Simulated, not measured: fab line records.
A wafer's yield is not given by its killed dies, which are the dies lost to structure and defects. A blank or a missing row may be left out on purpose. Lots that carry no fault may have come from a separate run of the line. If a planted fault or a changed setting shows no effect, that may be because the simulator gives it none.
fab line records | flow sky130 | part 1 of 2: steps 1 to 26 of 37
record: lots: 5 wafers: 15 lastDay: 50
route steps=708 shown METAL3@563 VIA3@573 METAL4@598
lots that met no fault: taken from a fault-free run of the same line
startH: start of the lot's first displayed wafer, in hours after the record's first day | waitH: how many hours have passed since the lot's step before this one | " repeats the value in the row above | L1.1+2: a row that stands for several wafers | - no value, or no start given | * or withheld: withheld | < > ~ a bound
route shown NAME@n: NAME is a module with steps in the file, n the number in the route of the first one | usual: the fault-free wafers' mean and standard deviation | same: alike in all rows | chamber/n: place in a boat | sites: each site's reading | _std_site: how widely they spread, as a standard deviation | _edge_site: the outer-site mean with the inner-site mean subtracted | radiusMm: for every site, how far away it sits from the centre of the wafer | mask NAME#n: copy n | behind: tool/chamber where the wafer was last shaped | hold: why the lot was held/for how many hours/how that ended | device: the transistor (n, p or np) that didn't switch | end of line: tests of these same wafers at the route's end | a step given without rows: its recipe and nothing more | killed: count of dies lost to structure and defects at first sort (not the wafer's yield) | map: the dies of a wafer, with x for killed, . for not killed, _ for no die there
set.NAME: the setting that was run; set.NAME@STEP: the one run at that earlier step | model.NAME: the simulator's own value behind a step, which no gauge read
lots seen at some steps along the route; tables by step, rows by wafer
services: the hour from which a tool's chamber was out of use, counted from the record's first day as startH (under 0 if before that day), plus the number of hours and why
== steps ==
step: SKY_METAL3_CD_MEAS_13
recipe: targetCdNm: 300
usual: cdNm: 300.4/1.3
columns lot.wafer tool chamber startH waitH cdNm
L078.1 cdSem-01 - 943.23 - 302.7
L078.2 " - " " 302.5
L078.3 " - " " 303.6
L082.2 cdSem-02 - 965.20 - 299.3
L082.3 " - " " 298.4
L082.6 " - " " 300.3
L083.1 cdSem-02 - 966.55 - 301.6
L083.2 " - " " 301.5
L083.3 " - " " 303.0
L091.3 cdSem-01 - 1022.94 - 300.8
L091.5 " - " " 299.4
L091.6 " - " " 299.1
L097.1 cdSem-01 - 1057.35 - 301.9
L097.5 " - " " 301.4
L097.6 " - " " 301.8
step: SKY_METAL3_OVL_MEAS_14
usual: METAL3_OVL: 3/5.1
columns lot.wafer tool chamber startH waitH METAL3_OVL[nm]
L078.1 overlay-02 - 943.35 0.1 6
L078.2 " - " " 8
L078.3 " - " " 4
L082.2 overlay-02 - 965.31 0.1 -1
L082.3 " - " " 2
L082.6 " - " " 1
L083.1 overlay-02 - 966.67 0.1 5
L083.2 " - " " 3
L083.3 " - " " 0
L091.3 overlay-02 - 1023.03 0.1 1
L091.5 " - " " 4
L091.6 " - " " -3
L097.1 overlay-01 - 1057.47 0.1 3
L097.5 " - " " -2
L097.6 " - " " 1
step: SKY_METAL3_DESCUM_15
recipe: chemistry: O2 sourcePowerW: 150 biasPowerW: 0 pressureMtorr: 10 tempC: 40 timeS: 8
usual: drypumpMotorCurrentA: 5.5/0.34 heBacksideLeakSccm: 3.37/0.25 oesProductAu: 1.002/0.012
columns lot.wafer tool chamber startH waitH drypumpMotorCurrentA heBacksideLeakSccm oesProductAu rfHoursCounterH
L078.1 rieMetal-03 0 943.39 0.0 5.5 3.46 1.012 7
L078.2 " 1 " " 5.1 3.20 1.017 11
L078.3 " 1 " " 5.1 3.21 1.016 -
L082.2 rieMetal-04 1 965.34 0.0 5.8 3.44 0.996 19
L082.3 " 0 " " 5.7 3.43 0.990 -
L082.6 " 0 " " 5.7 3.40 0.992 -
L083.1 rieMetal-03 1 966.70 0.0 5.1 3.04 1.009 12
L083.2 " 0 " " 5.5 3.62 1.006 8
L083.3 " 1 " " 5.1 3.07 1.009 -
L091.3 rieMetal-04 1 1023.08 0.0 5.8 3.34 1.005 -
L091.5 " 1 " " 5.8 3.24 1.016 -
L091.6 " 1 " " 5.8 3.24 1.009 -
L097.1 rieMetal-04 1 1057.50 0.0 5.8 3.17 1.016 24
L097.5 " 0 " " 5.7 3.33 1.012 -
L097.6 " 1 " " 5.8 3.26 1.013 -
step: SKY_METAL3_ETCH_16
recipe: chemistry: N2/H2 target: BARC ionEnergyEv: 200 biasW: 100 pressureMtorr: 30 n2FlowSccm: 100 h2FlowSccm: 200 icpW: 500 stopOn: SiO2 timeS: 88.2 targetDepthA: 600
usual: drypumpMotorCurrentA: 5.5/0.34 heBacksideLeakSccm: 3.4/0.34 oesProductAu: 0.626/0.0052 throttleValvePct: 13.205/0.01
columns lot.wafer tool chamber startH waitH drypumpMotorCurrentA heBacksideLeakSccm oesProductAu rfHoursCounterH throttleValvePct
L078.1 rieMetal-03 0 943.42 0.0 5.5 3.5 0.623 7 13.198
L078.2 " 1 " " 5.1 3.2 0.627 11 13.217
L078.3 " 1 " " 5.1 3.1 0.621 - 13.210
L082.2 rieMetal-04 1 965.37 0.0 5.8 3.3 0.625 19 13.199
L082.3 " 0 " " 5.7 3.5 0.628 - 13.205
L082.6 " 0 " " 5.7 3.4 0.633 - 13.195
L083.1 rieMetal-03 1 966.74 0.0 5.1 3.2 0.626 12 13.193
L083.2 " 0 " " 5.5 3.5 0.631 8 13.225
L083.3 " 1 " " 5.1 3.2 0.626 - 13.218
L091.3 rieMetal-04 1 1023.18 0.1 5.8 3.4 0.619 - 13.215
L091.5 " 1 " " 5.8 3.5 0.625 - 13.205
L091.6 " 1 " " 5.8 3.4 0.625 - 13.190
L097.1 rieMetal-04 1 1057.54 0.0 5.8 3.4 0.624 24 13.203
L097.5 " 0 " " 5.7 3.4 0.620 - 13.202
L097.6 " 1 " " 5.8 3.3 0.627 - 13.212
step: SKY_METAL3_ETCH_17
recipe: target: SiO2 stopOn: TiN chemistry: C4F8/O2/Ar sourceW: 1500 biasW: 1200 pressureMtorr: 40 c4f8FlowSccm: withheld O2_flow_sccm: 6 Ar_flow_sccm: 300 timeS: 3.9 targetDepthA: 150
usual: oesProductAu: 0.752/0.0077
columns lot.wafer tool chamber startH waitH oesProductAu rfHoursCounterH
L078.1 rieDiel-02 1 943.52 0.1 0.756 13
L078.2 " 0 " " 0.748 3
L078.3 " 3 " " 0.746 14
L082.2 rieDiel-01 3 965.47 0.1 0.759 16
L082.3 " 0 " " 0.750 18
L082.6 " 3 " " 0.757 -
L083.1 rieDiel-01 3 966.83 0.1 0.738 16
L083.2 " 1 " " 0.740 14
L083.3 " 0 " " 0.743 18
L091.3 rieDiel-01 2 1023.32 0.1 0.740 3
L091.5 " 2 " " 0.759 -
L091.6 " 1 " " 0.755 -
L097.1 rieDiel-04 3 1057.64 0.1 0.757 23
L097.5 " 2 " " 0.768 -
L097.6 " 1 " " 0.754 -
step: SKY_METAL3_METAL_ETCH_18
recipe: targetDepthA: 8450 stopOn: SiO2 overEtchFrac: 0.3 timeS: 183.1 chemistry: Cl2/BCl3 resistSidewallDeg: 88 pressureMtorr: 10 icpW: 900 biasW: 48.5 Cl2_flow_sccm: 60 bcl3FlowSccm: 30
usual: bcl3FlowSccm: 29.99/0.087 drypumpMotorCurrentA: 5.5/0.34 heBacksideLeakSccm: 3.4/0.44 oesProductAu: 0.865/0.0066 throttleValvePct: 22.265/0.0077
columns lot.wafer tool chamber startH waitH bcl3FlowSccm drypumpMotorCurrentA heBacksideLeakSccm oesProductAu rfHoursCounterH throttleValvePct
L078.1 rieMetal-02 0 943.54 0.0 30.08 4.8 3.3 0.852 19 22.264
L078.2 " 1 " " 29.86 5.7 3.7 0.853 15 22.268
L078.3 " 0 " " 30.14 4.8 3.1 0.867 - 22.267
L082.2 rieMetal-02 1 965.56 0.1 30.02 5.7 3.5 0.855 - 22.270
L082.3 " 1 " " 30.03 5.7 6.8 0.862 - 22.266
L082.6 " 1 " " 29.99 5.7 3.5 0.858 - 22.271
L083.1 rieMetal-04 1 966.85 0.0 29.89 5.8 3.5 0.867 19 22.266
L083.2 " 0 " " 30.01 5.7 3.4 0.866 3 22.261
L083.3 " 0 " " 29.90 5.7 3.6 0.867 - 22.259
L091.3 rieMetal-03 0 1023.39 0.1 29.97 5.5 3.5 0.860 - 22.272
L091.5 " 1 " " 30.08 5.1 3.1 0.865 - 22.268
L091.6 " 0 " " 30.09 5.5 3.5 0.862 - 22.269
L097.1 rieMetal-03 0 1057.65 0.0 29.92 5.5 3.3 0.870 13 22.270
L097.5 " 0 " " 29.87 5.5 3.4 0.861 - 22.267
L097.6 " 1 " " 30.11 5.1 3.1 0.873 - 22.257
step: SKY_METAL3_STRIP_19
recipe: chemistry: O2/N2 powerW: 1400 pressureMtorr: 1500 platenTempC: withheld o2FlowSccm: 3000 n2FlowSccm: 300 overashFraction: 0.5
usual: drypumpMotorCurrentA: 5.89/0.21 oesProductAu: 0.502/0.0052 stripTimeToEndpointS: 6.51/0.097
columns lot.wafer tool chamber startH waitH drypumpMotorCurrentA oesProductAu rfHoursCounterH stripTimeToEndpointS
L078.1 plasmaAsher-03 0 943.71 0.1 5.72 0.498 75 6.48
L078.2 " 1 " " 5.86 0.508 75 6.62
L078.3 " 0 " " 5.69 0.507 - 6.59
L082.2 plasmaAsher-02 0 965.96 0.3 5.81 0.500 21 6.59
L082.3 " 0 " " 5.82 0.499 - 6.60
L082.6 " 0 " " 5.82 0.499 - 6.57
L083.1 plasmaAsher-02 0 967.03 0.1 5.82 0.497 21 6.42
L083.2 " 1 " " 5.85 0.505 21 6.55
L083.3 " 1 " " 5.87 0.499 - 6.53
L091.3 plasmaAsher-03 0 1023.54 0.1 5.68 0.509 - 6.52
L091.5 " 0 " " 5.68 0.495 - 6.52
L091.6 " 1 " " 5.87 0.505 - 6.49
L097.1 plasmaAsher-03 1 1057.83 0.1 5.84 0.492 86 6.42
L097.5 " 0 " " 5.73 0.500 - 6.39
L097.6 " 1 " " 5.84 0.496 - 6.43
step: SKY_METAL3_STRIP_20
recipe: chemistry: postEtchResidueRemover timeS: 1200 tempC: 72.5
columns lot.wafer tool chamber startH waitH
L078.1+2+3 wetBench-01 0 943.81 0.1
L082.2+3+6 wetBench-03 3 966.06 0.1
L083.1+2+3 wetBench-04 2 967.13 0.1
L091.3+5+6 wetBench-01 3 1023.61 0.0
L097.1+5+6 wetBench-03 3 1057.93 0.1
step: SKY_METAL3_CLEAN_21
recipe: chemistry: IPA timeS: 180 tempC: 25
columns lot.wafer tool chamber startH waitH
L078.1+2+3 wetBench-03 0 944.15 0.0
L082.2+3+6 wetBench-04 2 966.43 0.0
L083.1+2+3 wetBench-01 1 967.47 0.0
L091.3+5+6 wetBench-04 0 1023.95 0.0
L097.1+5+6 wetBench-04 0 1058.27 0.0
step: SKY_METAL3_CLEAN_22
recipe: chemistry: O3/DIW dry: n2Spin
columns lot.wafer tool chamber startH waitH
L078.1+2+3 wetBench-01 0 944.21 0.0
L082.2+3+6 wetBench-03 3 966.49 0.0
L083.1+2+3 wetBench-03 1 967.53 0.0
L091.3+5+6 wetBench-01 2 1024.01 0.0
L097.1+5+6 wetBench-01 0 1058.33 0.0
step: SKY_VIA3_HDPCVD_00
recipe: material: SiO2 targetThkNm: 1635 sigmaOpenFrac: 0.3 timeS: 272.5 tempC: 400 sih4FlowSccm: 60 pressureMtorr: 6
columns lot.wafer tool chamber startH waitH
L078.1+2+3 hdpcvd-02 2,0,1 944.30 0.0
L082.2+3+6 hdpcvd-01 0,2,2 966.59 0.0
L083.1+2+3 hdpcvd-01 1,2,0 967.63 0.0
L091.3+5+6 hdpcvd-02 1,1,0 1024.10 0.0
L097.1+5+6 hdpcvd-02 2,2,1 1058.42 0.0
step: SKY_VIA3_THK_MEAS_01
recipe: reads: SiO2_of_VIA3_HDPCVD_00
usual: VIA3_HDPCVD_THK: 1638/20
columns lot.wafer tool chamber startH waitH VIA3_HDPCVD_THK[nm]
L078.1 filmMetro-01 - 944.47 0.1 1655
L078.2 " - " " 1637
L078.3 " - " " 1654
L082.2 filmMetro-01 - 966.77 0.1 1627
L082.3 " - " " 1652
L082.6 " - " " 1621
L083.1 filmMetro-03 - 967.80 0.1 1609
L083.2 " - " " 1638
L083.3 " - " " 1627
L091.3 filmMetro-01 - 1024.29 0.1 1633
L091.5 " - " " 1656
L091.6 " - " " 1624
L097.1 filmMetro-03 - 1058.59 0.1 1650
L097.5 " - " " 1681
L097.6 " - " " 1647
step: SKY_VIA3_CMP_02
recipe: material: SiO2 downForcePsi: 4 platenRpm: 60 padVelocityMS: 0.94248
usual: motorCurrentA: 11.8/1.1
columns lot.wafer tool chamber startH waitH motorCurrentA
L078.3 cmp-01 2 944.53 0.0 11.7
L078.2 " 0 " " 11.7
L078.1 " 1 " " 11.6
L082.3 cmp-02 2 966.87 0.1 10.1
L082.2 " 0 " " 13.4
L082.6 " 2 " " 9.6
L083.2 cmp-01 0 967.86 0.0 11.3
L083.1 " 1 " " 10.9
L083.3 " 3 " " 12.7
L091.3 cmp-02 2 1024.62 0.3 9.6
L091.5 " 1 " " 13.6
L091.6 " 2 " " 10.0
L097.1 cmp-01 2 1058.70 0.1 11.5
L097.5 " 1 " " 11.3
L097.6 " 2 " " 11.3
step: SKY_VIA3_BOW_MEAS_03
recipe: mode: bow
usual: VIA3_BOW: 78/7.2
columns lot.wafer tool chamber startH waitH VIA3_BOW[um]
L078.1 filmMetro-03 - 944.83 0.1 72
L078.2 " - " " 79
L078.3 " - " " 84
L082.2 filmMetro-01 - 967.14 0.1 75
L082.3 " - " " 78
L082.6 " - " " 82
L083.1 filmMetro-03 - 968.16 0.2 83
L083.2 " - " " 87
L083.3 " - " " 74
L091.3 filmMetro-02 - 1024.91 0.2 85
L091.5 " - " " 87
L091.6 " - " " 80
L097.1 filmMetro-02 - 1058.95 0.2 68
L097.5 " - " " 81
L097.6 " - " " 81
step: SKY_VIA3_DEHYDRATE_04
recipe: tempC: 200 timeS: 60
columns lot.wafer tool chamber startH waitH
L078.1+2+3 lithoTrack-01 0 957.21 12.4
L082.2+3+6 lithoTrack-01 0 978.39 11.2
L083.1+2+3 lithoTrack-04 0 979.58 11.4
L091.3+5+6 lithoTrack-02 0 1035.95 11.0
L097.1+5+6 lithoTrack-01 0 1069.01 10.0
step: SKY_VIA3_HMDS_05
recipe: primeTimeS: 60 primeTempC: 120
columns lot.wafer tool chamber startH waitH
L078.1+2+3 lithoTrack-01 0 957.36 0.1
L082.2+3+6 lithoTrack-01 0 978.54 0.1
L083.1+2+3 lithoTrack-04 0 979.73 0.1
L091.3+5+6 lithoTrack-02 0 1036.10 0.1
L097.1+5+6 lithoTrack-01 0 1069.16 0.1
step: SKY_VIA3_COAT_06
recipe: resist: BARC tempC: withheld timeS: withheld spinRpm: 3000 resistThkNm: 60
columns lot.wafer tool chamber startH waitH
L078.1+2+3 lithoTrack-01 0 957.51 0.1
L082.2+3+6 lithoTrack-01 0 978.69 0.1
L083.1+2+3 lithoTrack-04 0 979.88 0.1
L091.3+5+6 lithoTrack-02 0 1036.25 0.1
L097.1+5+6 lithoTrack-01 0 1069.31 0.1
step: SKY_VIA3_COAT_07
recipe: resist: KrF-thick spinRpm: 3000 resistThkNm: 450
columns lot.wafer tool chamber startH waitH
L078.1+2+3 lithoTrack-01 0 - -
L082.2+3+6 lithoTrack-01 0 - -
L083.1+2+3 lithoTrack-04 0 - -
L091.3+5+6 lithoTrack-02 0 - -
L097.1+5+6 lithoTrack-01 0 - -
step: SKY_VIA3_SOFTBAKE_08
recipe: tempC: 100 timeS: 90 resist: KrF-thick
columns lot.wafer tool chamber startH waitH
L078.1+2+3 lithoTrack-01 0 - -
L082.2+3+6 lithoTrack-01 0 - -
L083.1+2+3 lithoTrack-04 0 - -
L091.3+5+6 lithoTrack-02 0 - -
L097.1+5+6 lithoTrack-01 0 - -
step: SKY_VIA3_EXPOSE_09
recipe: maskId: VIM3 na: 0.8 sourceShape: annular sigmaInner: 0.55 sigmaOuter: 0.85 targetCdNm: 200 doseMj: 38
usual: exposureDoseMJCm2: 38.35/0.27 reticleTempC: 22.99/0.11
columns lot.wafer tool chamber startH waitH mask exposureDoseMJCm2 reticleTempC
L078.1 krfScanner-01 0 - - VIM3#0 38.58 23.07
L078.2 " 0 " " VIM3#0 38.61 23.02
L078.3 " 0 " " VIM3#0 38.63 23.24
L082.2 krfScanner-02 0 - - VIM3#0 38.08 23.10
L082.3 " 0 " " VIM3#0 38.02 22.94
L082.6 " 0 " " VIM3#0 38.06 23.12
L083.1 krfScanner-01 0 - - VIM3#0 38.61 22.90
L083.2 " 0 " " VIM3#0 38.54 23.07
L083.3 " 0 " " VIM3#0 38.55 23.04
L091.3 krfScanner-01 0 - - VIM3#0 38.67 22.95
L091.5 " 0 " " VIM3#0 38.66 22.99
L091.6 " 0 " " VIM3#0 38.61 23.09
L097.1 krfScanner-02 0 - - VIM3#0 38.07 22.97
L097.5 " 0 " " VIM3#0 38.07 23.02
L097.6 " 0 " " VIM3#0 38.11 23.02
step: SKY_VIA3_PEB_10
recipe: pebTempC: withheld pebTimeS: withheld resist: KrF-thick
columns lot.wafer tool chamber startH waitH
L078.1+2+3 lithoTrack-04 0 - -
L082.2+3+6 lithoTrack-04 0 - -
L083.1+2+3 lithoTrack-01 0 - -
L091.3+5+6 lithoTrack-04 0 - -
L097.1+5+6 lithoTrack-04 0 - -
step: SKY_VIA3_DEVELOP_11
recipe: developTimeS: 60 resist: KrF-thick devTempC: 21
columns lot.wafer tool chamber startH waitH
L078.1+2+3 lithoTrack-04 0 - -
L082.2+3+6 lithoTrack-04 0 - -
L083.1+2+3 lithoTrack-01 0 - -
L091.3+5+6 lithoTrack-04 0 - -
L097.1+5+6 lithoTrack-04 0 - -
step: SKY_VIA3_CD_MEAS_12
recipe: targetCdNm: 200
usual: cdNm: 200.5/1.3
columns lot.wafer tool chamber startH waitH cdNm
L078.1 cdSem-02 - 969.43 - 202.5
L078.2 " - " " 203.0
L078.3 " - " " 200.7
L082.2 cdSem-02 - 990.65 - 199.9
L082.3 " - " " 199.8
L082.6 " - " " 200.1
L083.1 cdSem-02 - 991.46 - 202.5
L083.2 " - " " 202.2
L083.3 " - " " 202.9
L091.3 cdSem-02 - 1047.47 - 202.3
L091.5 " - " " 201.1
L091.6 " - " " 201.1
L097.1 cdSem-02 - 1080.13 - 202.5
L097.5 " - " " 202.1
L097.6 " - " " 201.5
step: SKY_VIA3_OVL_MEAS_13
usual: VIA3_OVL: 3/5.3
columns lot.wafer tool chamber startH waitH VIA3_OVL[nm]
L078.1 overlay-02 - 969.55 0.1 4
L078.2 " - " " 4
L078.3 " - " " 1
L082.2 overlay-02 - 990.76 0.1 8
L082.3 " - " " 8
L082.6 " - " " 6
L083.1 overlay-02 - 991.58 0.1 3
L083.2 " - " " 5
L083.3 " - " " 2
L091.3 overlay-02 - 1047.56 0.1 5
L091.5 " - " " 3
L091.6 " - " " -6
L097.1 overlay-02 - 1080.25 0.1 3
L097.5 " - " " 1
L097.6 " - " " 3
step: SKY_VIA3_ETCH_14
recipe: chemistry: N2/H2 target: BARC ionEnergyEv: 200 sourceW: 500 biasW: 100 pressureMtorr: 30 n2FlowSccm: 100 h2FlowSccm: 200 stopOn: SiO2 timeS: 45.9 targetDepthA: 600
usual: drypumpMotorCurrentA: 6.0/0.35 oesProductAu: 0.855/0.005 throttleValvePct: 13.224/0.0089
columns lot.wafer tool chamber startH waitH drypumpMotorCurrentA oesProductAu rfHoursCounterH throttleValvePct
L078.1 rieDiel-04 1 969.59 0.0 6.0 0.854 24 13.219
L078.2 " 0 " " 6.6 0.855 23 13.213
L078.3 " 2 " " 5.5 0.860 18 13.236
L082.2 rieDiel-01 3 990.79 0.0 5.8 0.858 16 13.235
L082.3 " 0 " " 6.0 0.861 19 13.217
L082.6 " 1 " " 6.6 0.852 - 13.238
L083.1 rieDiel-04 3 991.62 0.0 5.9 0.854 21 13.207
L083.2 " 2 " " 5.6 0.858 19 13.216
L083.3 " 1 " " 6.0 0.851 25 13.236
L091.3 rieDiel-03 3 1047.59 0.0 6.2 0.848 13 13.227
L091.5 " 0 " " 5.5 0.853 - 13.224
L091.6 " 3 " " 6.2 0.846 - 13.204
L097.1 rieDiel-04 0 1080.29 0.0 6.6 0.855 27 13.230
L097.5 " 2 " " 5.6 0.872 - 13.231
L097.6 " 1 " " 6.0 0.854 - 13.213
step: SKY_VIA3_ETCH_15
recipe: target: SiO2 chemistry: C4F8/O2/Ar targetDepthNm: 507 stopOn: TiN maskMaterial: KrF-thick sourceW: 1500 biasW: 1200 pressureMtorr: 40 c4f8FlowSccm: withheld O2_flow_sccm: 6 Ar_flow_sccm: 300 timeS: 78
usual: oesProductAu: 0.947/0.0047
columns lot.wafer tool chamber startH waitH oesProductAu rfHoursCounterH
L078.1 rieDiel-04 1 969.63 0.0 0.946 24
L078.2 " 0 " " 0.954 23
L078.3 " 2 " " 0.946 18
L082.2 rieDiel-01 3 990.83 0.0 0.949 16
L082.3 " 0 " " 0.942 19
L082.6 " 1 " " 0.946 -
L083.1 rieDiel-04 3 991.66 0.0 0.947 21
L083.2 " 2 " " 0.944 19
L083.3 " 1 " " 0.954 25
L091.3 rieDiel-03 3 1047.63 0.0 0.947 13
L091.5 " 0 " " 0.948 -
L091.6 " 3 " " 0.951 -
L097.1 rieDiel-04 0 1080.33 0.0 0.950 27
L097.5 " 2 " " 0.941 -
L097.6 " 1 " " 0.948 -
